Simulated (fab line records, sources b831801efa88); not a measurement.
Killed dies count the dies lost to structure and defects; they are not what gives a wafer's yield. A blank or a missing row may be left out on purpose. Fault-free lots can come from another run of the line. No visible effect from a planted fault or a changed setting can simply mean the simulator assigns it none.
A struck lot beside a sound one || flow sky130 || 15 out of 708 route steps
Sound: wafers L496.1, L496.2, L496.3. The struck wafers were L509.3, L509.4, L509.5. The cause is named last.
At each step with rows: each side's tool, then ch and its chambers, then its first start. Under that, the readings that differ: sound wafers || struck wafers || difference of the means || sigmas: that difference in standard deviations of wafers without a fault.
alike: readings with means less than 2 such deviations apart, plus words and numbers identical on both sides. not compared: withheld readings, readings lacking a value on some wafer, bounds such as >300 that could conceal the same value, and numbers that have no deviation in the record and whose values overlap.
Wherever a step has rows on one side only, a row that says differs or no value, or a row with sigmas, the two part there. Numbers that have no deviation but don't overlap get no sigmas and don't part them. A reading that every wafer of one side lacks parts them only if that side has two wafers or more.

SKY_LOCAL_INTERCONNECT_CD_MEAS_11: target cd 170 nm.
  struck on cd-sem-01, day 36 17:48; sound on cd-sem-01, day 33 01:01
{"reading": "cd-nm (nm)", "sound": "167.9 168.7 166.9", "struck": "173.6 173.3 172.3", "difference": "+5.2", "sigmas": "+4"}
SKY_LOCAL_INTERCONNECT_OVL_MEAS_12:
  struck on overlay-02, day 36 17:53; sound on overlay-02, day 33 01:08
  alike: LOCAL_INTERCONNECT_OVL
SKY_LOCAL_INTERCONNECT_ETCH_13: etches BARC in N2/H2, stops on SiO2, time 45.9 s, target depth 60 nm.
  sound on rie-metal-03 ch 0,1, day 33 01:10; struck on rie-metal-01 ch 0,1, day 36 17:56
  alike: drypump-motor-current-A, n2-flow-sccm, oes-product-au, rf-fwd-power-W, throttle-valve-pct
  not compared: rf-hours-counter-h
SKY_LOCAL_INTERCONNECT_METAL_ETCH_14: etches TiN in Cl2/BCl3, stops on PSG, target depth 110 nm, time 31.4 s.
  sound on rie-metal-03 ch 0,1, day 33 01:14; struck on rie-metal-01 ch 0,1, day 36 18:00
  alike: bcl3-flow-sccm, drypump-motor-current-A, oes-product-au, rf-fwd-power-W, throttle-valve-pct
  not compared: rf-hours-counter-h
SKY_LOCAL_INTERCONNECT_STRIP_15: strips in O2/N2.
  sound on plasma-asher-01 ch 0,1, day 33 01:17; struck on plasma-asher-03 ch 0,1, day 36 18:04
  alike: drypump-motor-current-A, n2-flow-sccm, oes-product-au, strip-time-to-endpoint-s
  not compared: rf-hours-counter-h
then, 3 steps without rows for these wafers: SKY_LOCAL_INTERCONNECT_STRIP_16 (strips in post etch residue remover, time 1200 s); SKY_LOCAL_INTERCONNECT_CLEAN_17 (cleans in IPA, time 180 s); SKY_LOCAL_INTERCONNECT_CLEAN_18 (cleans in O3/DIW).
SKY_CONTACT_CVD_00: deposits Si3N4, target thk 75 nm.
  sound on pecvd-02 ch 0,1,2, day 33 01:52; struck on pecvd-04 ch 0,1, day 36 18:38
  alike: heater-power-w, rf-fwd-power-W
SKY_CONTACT_THK_MEAS_01:
  struck on film-metro-02, day 36 18:41; sound on film-metro-04, day 33 01:55
  alike: CONTACT_CVD_00_THK
then, 1 step without rows for these wafers: SKY_CONTACT_HDPCVD_02 (deposits SiO2, target thk 565 nm, time 94.2 s).
SKY_CONTACT_THK_MEAS_03:
  struck on film-metro-04, day 36 18:49; sound on film-metro-01, day 33 02:02
  alike: CONTACT_HDPCVD_THK
SKY_CONTACT_CMP_04: polishes SiO2.
  sound on cmp-01 ch 0,1,3, day 33 02:06; struck on cmp-02 ch 1,2, day 36 18:51
{"reading": "head-pressure-psi (psi)", "sound": "3.997 3.991 4.003", "struck": "3.110 3.097 3.108", "difference": -0.892, "sigmas": "-99 or more"}
{"reading": "time-to-endpoint-s (s)", "sound": "86 82 87", "struck": "97 104 103", "difference": "+16", "sigmas": "+3"}
  alike: motor-current-A, platen-rpm, retaining-ring-pressure-frac, slurry-filter-dp-kPa
SKY_CONTACT_BOW_MEAS_05:
  struck on film-metro-04, day 36 19:11; sound on film-metro-01, day 33 02:24
  alike: CONTACT_BOW
-- the record jumps here: 14 days lie between the struck wafers' starts before and after (it left off in module CONTACT and takes up again in module PAD_OPEN, whose first step shown is number 708 of the route) --
SKY_PAD_OPEN_PROBE_99:
  struck on prober-02, day 50 10:14; sound on prober-01, day 47 22:14
  alike: killed_at_M0_to_M3, killed_at_M4_up, killed-at-contacts, killed-at-front-end, killed-at-other, killed-dies, killed-open, killed-short

## WHERE THEY PART
Last at SKY_CONTACT_CMP_04 as far as this record goes, first at SKY_LOCAL_INTERCONNECT_CD_MEAS_11. Later steps at which nothing parts them and some readings are alike: SKY_CONTACT_BOW_MEAS_05, SKY_PAD_OPEN_PROBE_99.

WHY: what had been put in by the simulator
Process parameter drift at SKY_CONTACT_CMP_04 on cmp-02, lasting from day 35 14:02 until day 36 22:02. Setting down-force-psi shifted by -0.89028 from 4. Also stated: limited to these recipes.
